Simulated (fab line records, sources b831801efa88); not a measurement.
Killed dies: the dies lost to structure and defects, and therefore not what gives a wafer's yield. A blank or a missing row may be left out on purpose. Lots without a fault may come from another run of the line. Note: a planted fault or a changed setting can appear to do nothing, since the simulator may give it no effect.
A struck lot beside a sound one || flow sky130 || 15 steps out of a route of 708
Sound: wafers L170.1, L170.5, L170.6. Struck: wafers L173.3, L173.4, L173.6. At the end, the cause is stated.
Per side, at each step with rows, come the tool, then ch with its chambers, and then its first start. Under that, the readings that differ: sound wafers || struck wafers || difference of the means || sigmas: that difference in standard deviations of wafers without a fault.
alike: words and numbers the same on both sides, and readings whose means are apart by under 2 such deviations; not compared: readings that were withheld, readings missing a value for some wafer, numbers with overlapping values and no deviation given by the record, and bounds like >300 which may hide the same value.
The two part at a step that has a row with sigmas, a row that says differs or no value, or rows on one side only. When numbers do not overlap yet have no deviation, they are printed without sigmas and do not part them. A reading missing from all wafers of one side parts the sides only when that side holds two or more wafers.

first, 4 steps without rows for these wafers: SKY_LDD_N_IMPLANT_12; SKY_LDD_N_IMPLANT_13; SKY_LDD_N_IMPLANT_14; SKY_LDD_N_IMPLANT_15.
SKY_LDD_N_STRIP_16: strips in O2/N2.
  sound on plasma asher-01 ch 0,1, day 19 20:05; struck on plasma asher-01 ch 0,1, day 20 23:16
  alike: drypump motor current A, o2 flow sccm, oes product au, strip time to endpoint s
  not compared: rf hours counter h
SKY_LDD_N_TW_MEAS_17:
  sound on film metro-02 at day 19 20:11; struck on film metro-02 at day 20 23:22
  alike: LDD_N_TW
then, 6 steps without rows for these wafers: SKY_LDD_P_DEHYDRATE_00 (time 60 s); SKY_LDD_P_HMDS_01 (prime time 60 s); SKY_LDD_P_COAT_02 (resist thk 1140 nm); SKY_LDD_P_SOFTBAKE_03 (time 60 s); SKY_LDD_P_EXPOSE_04 (exposes mask PSDM, target cd 380 nm); SKY_LDD_P_PEB_05.
SKY_LDD_P_DEVELOP_06: develop time 60 s.
  sound on litho track-04 ch 0, day 21 02:15; struck on litho track-04 ch 0, day 22 05:15
SKY_LDD_P_CD_MEAS_07: target cd 380 nm.
  sound on cd sem-02 at day 21 02:24; struck on cd sem-02 at day 22 05:23
{"reading": "cd nm (nm)", "sound": "377.7 380.0 379.5", "struck": "299.0 299.7 301.1", "difference": -79.1, "sigmas": -34}
SKY_LDD_P_OVL_MEAS_08:
  sound on overlay-01 at day 21 02:31; struck on overlay-01 at day 22 05:29
  alike: LDD_P_OVL

== WHERE THEY PART ==
At SKY_LDD_P_CD_MEAS_07 and nowhere else, as far as this record goes. Later steps at which nothing parts them and some readings are alike: SKY_LDD_P_OVL_MEAS_08.

WHY: whatever the simulator had introduced
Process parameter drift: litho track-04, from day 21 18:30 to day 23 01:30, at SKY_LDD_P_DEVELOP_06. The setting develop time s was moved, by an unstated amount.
